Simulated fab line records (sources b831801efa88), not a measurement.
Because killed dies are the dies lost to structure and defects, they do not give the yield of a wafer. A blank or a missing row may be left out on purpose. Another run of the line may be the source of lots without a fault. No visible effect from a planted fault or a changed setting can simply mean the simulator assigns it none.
What tool caused it? | flow gf180mcu | 36 wafers from 12 lots sampled at 4 of the route's 602 steps

WHAT THE GAUGES READ, wafer by wafer
GF_HV_LDD_CD_MEAS_31: the cd target is 400 nm.
lot  | measured     | on        | cd_nm (nm)
L211 | day 12 01:58 | cd_sem-02 | 398.2 396.9 398.9
L209 | day 12 04:02 | cd_sem-01 | 399.6 402.7 400.4
L214 | day 12 09:16 | cd_sem-01 | 401.1 399.5 399.6
L216 | day 13 01:44 | cd_sem-01 | 402.0 403.0 405.6
L217 | day 13 05:14 | cd_sem-02 | 396.3 398.1 398.1
L218 | day 13 15:59 | cd_sem-01 | 401.0 402.5 400.4
L219 | day 13 19:10 | cd_sem-01 | 400.7 400.9 402.5
L221 | day 14 10:59 | cd_sem-02 | 402.2 401.5 402.9
L225 | day 15 21:02 | cd_sem-01 | 406.1 404.4 403.5
L226 | day 16 05:16 | cd_sem-01 | 399.2 400.1 400.0
L229 | day 17 12:35 | cd_sem-01 | 399.8 398.6 401.0
L230 | day 17 19:24 | cd_sem-01 | 398.6 398.4 399.4

GF_CONTACT_THK_MEAS_01.
lot  | measured     | on            | CONTACT_CVD_00_THK (nm)
L211 | day 15 18:19 | film_metro-01 | 293 304 302
L209 | day 15 21:24 | film_metro-02 | 308 304 293
L214 | day 16 01:32 | film_metro-03 | 308 300 307
L216 | day 16 21:25 | film_metro-01 | 303 304 306
L217 | day 17 00:56 | film_metro-03 | 302 303 304
L218 | day 17 15:04 | film_metro-01 | 305 302 305
L219 | day 17 19:41 | film_metro-01 | 295 307 306
L221 | day 18 13:37 | film_metro-03 | 298 302 308
L225 | day 20 05:51 | film_metro-01 | 151 294 303
L226 | day 20 12:13 | film_metro-01 | 306 152 306
L229 | day 21 18:10 | film_metro-02 | 304 304 303
L230 | day 22 00:30 | film_metro-03 | 301 305 307

WHICH TOOL RAN EACH LOT (tool, then ch and the chambers of the sampled wafers, then the start)
lot  | GF_DUAL_GATE_STRIP_13                | GF_CONTACT_CVD_00
L211 | plasma_asher-02 ch 0, day 8 23:04    | hdpcvd-02 ch 0,1,2, day 15 18:16
L209 | plasma_asher-01 ch 0,1, day 9 00:22  | hdpcvd-02 ch 1,2, day 15 21:21
L214 | plasma_asher-02 ch 0,1, day 9 07:24  | hdpcvd-01 ch 0,1, day 16 01:28
L216 | plasma_asher-02 ch 0,1, day 9 19:19  | hdpcvd-01 ch 1,2, day 16 21:23
L217 | plasma_asher-02 ch 0,1, day 9 23:27  | hdpcvd-01 ch 0,2, day 17 00:53
L218 | plasma_asher-01 ch 0,1, day 10 07:58 | hdpcvd-01 ch 0,1,2, day 17 15:01
L219 | plasma_asher-01 ch 1, day 10 10:47   | hdpcvd-02 ch 1,2, day 17 19:37
L221 | plasma_asher-01 ch 0,1, day 11 01:39 | hdpcvd-01 ch 0,1,2, day 18 13:34
L225 | plasma_asher-01 ch 0,1, day 12 04:21 | hdpcvd-02 ch 0,1,2, day 20 05:48
L226 | plasma_asher-01 ch 0,1, day 12 13:32 | hdpcvd-02 ch 0,1, day 20 12:10
L229 | plasma_asher-01 ch 0,1, day 13 13:49 | hdpcvd-01 ch 0,2, day 21 18:07
L230 | plasma_asher-01 ch 0,1, day 13 19:18 | hdpcvd-01 ch 1,2, day 22 00:27
- GF_DUAL_GATE_STRIP_13: strips in O2/N2.
- GF_CONTACT_CVD_00: deposits SiO2, target thk 300 nm, time 50 s.

WHAT THE TOOLS THEMSELVES READ (means of the sampled wafers that have a number; where no wafer has one, the mark that the record gives instead)
GF_DUAL_GATE_STRIP_13.
lot  | tool            | drypump_motor_current_A (A) | heater_power_w (W) | oes_product_au (a.u.) | strip_time_to_endpoint_s (s)
L211 | plasma_asher-02 | 6.2                         | 421                | 0.713                 | 12.68
L209 | plasma_asher-01 | 5.1                         | 304                | 0.716                 | 12.63
L214 | plasma_asher-02 | 6.1                         | 388                | 0.717                 | 12.63
L216 | plasma_asher-02 | 6.1                         | 387                | 0.719                 | 12.62
L217 | plasma_asher-02 | 6.1                         | 396                | 0.719                 | 12.64
L218 | plasma_asher-01 | 5.1                         | 294                | 0.719                 | 12.67
L219 | plasma_asher-01 | 5.0                         | 292                | 0.719                 | 12.58
L221 | plasma_asher-01 | 5.1                         | 297                | 0.715                 | 12.64
L225 | plasma_asher-01 | 5.1                         | 307                | 0.720                 | 12.61
L226 | plasma_asher-01 | 5.1                         | 301                | 0.716                 | 12.63
L229 | plasma_asher-01 | 5.1                         | 308                | 0.718                 | 12.70
L230 | plasma_asher-01 | 5.1                         | 298                | 0.718                 | 12.69

GF_CONTACT_CVD_00.
lot  | tool      | sih4_flow_sccm (sccm) | susceptor_temp_C (C)
L211 | hdpcvd-02 | 59.97                 | 400.14
L209 | hdpcvd-02 | 59.94                 | 400.19
L214 | hdpcvd-01 | 60.08                 | 399.86
L216 | hdpcvd-01 | 59.98                 | 400.01
L217 | hdpcvd-01 | 60.12                 | 400.10
L218 | hdpcvd-01 | 60.03                 | 399.83
L219 | hdpcvd-02 | 59.89                 | 400.06
L221 | hdpcvd-01 | 59.94                 | 400.25
L225 | hdpcvd-02 | 50.14                 | 400.26
L226 | hdpcvd-02 | 49.85                 | 400.02
L229 | hdpcvd-01 | 59.98                 | 400.12
L230 | hdpcvd-01 | 59.97                 | 400.12

THE ANSWER, worked out from the rows above alone
Rule: the usual values come from the lots themselves. Put in order of their means at a reading, lots are off if they are a third of the lots or fewer, leave a main group of 4 or more, and stand apart from it by a gap of 3 or more times the standard deviation of the main group's means; of several such gaps the widest counts. Not used: any main group whose means are identical at the precision the tables above print for the reading. Also off: a lot with no number at a reading for which 4 or more lots have one. All remaining lots with rows at the step are treated as sound. The gauges are gone through in route order, then the tools' own readings, and for those a lot's mean is taken as printed above. The first step at which some lot is off is used, and at that step the reading that is off furthest; a lot without a number counts as furthest.
Off: at GF_CONTACT_THK_MEAS_01 (CONTACT_CVD_00_THK), L225, L226. Main group: mean 303 nm, sd 1.5.
If a tool, at a process step before that reading, ran all the lots that are off and no sound lot after the first of them, it fits. Not tried: the gauges at GF_CONTACT_THK_MEAS_01; whatever is off there is also off at GF_CONTACT_CVD_00, on other tools, and gauge error can't account for it. One candidate fits, namely hdpcvd-02 at GF_CONTACT_CVD_00. Its last sound lot is L219 (day 17 19:37), its first lot that is off L225 (day 20 05:48): a fault that began between those two fits.
The tool's own readings at GF_CONTACT_CVD_00 bear it out: on the lots that are off they differ by more than 5 times the standard deviation of the sound lots' means. sih4_flow_sccm reads 50.00 sccm there against 59.99 sccm on the sound lots.

WHAT WAS PUT IN BY THE SIMULATOR
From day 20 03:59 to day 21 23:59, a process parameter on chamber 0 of hdpcvd-02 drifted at GF_CONTACT_CVD_00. Setting sih4_flow_sccm shifted by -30 from 60. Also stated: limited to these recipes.
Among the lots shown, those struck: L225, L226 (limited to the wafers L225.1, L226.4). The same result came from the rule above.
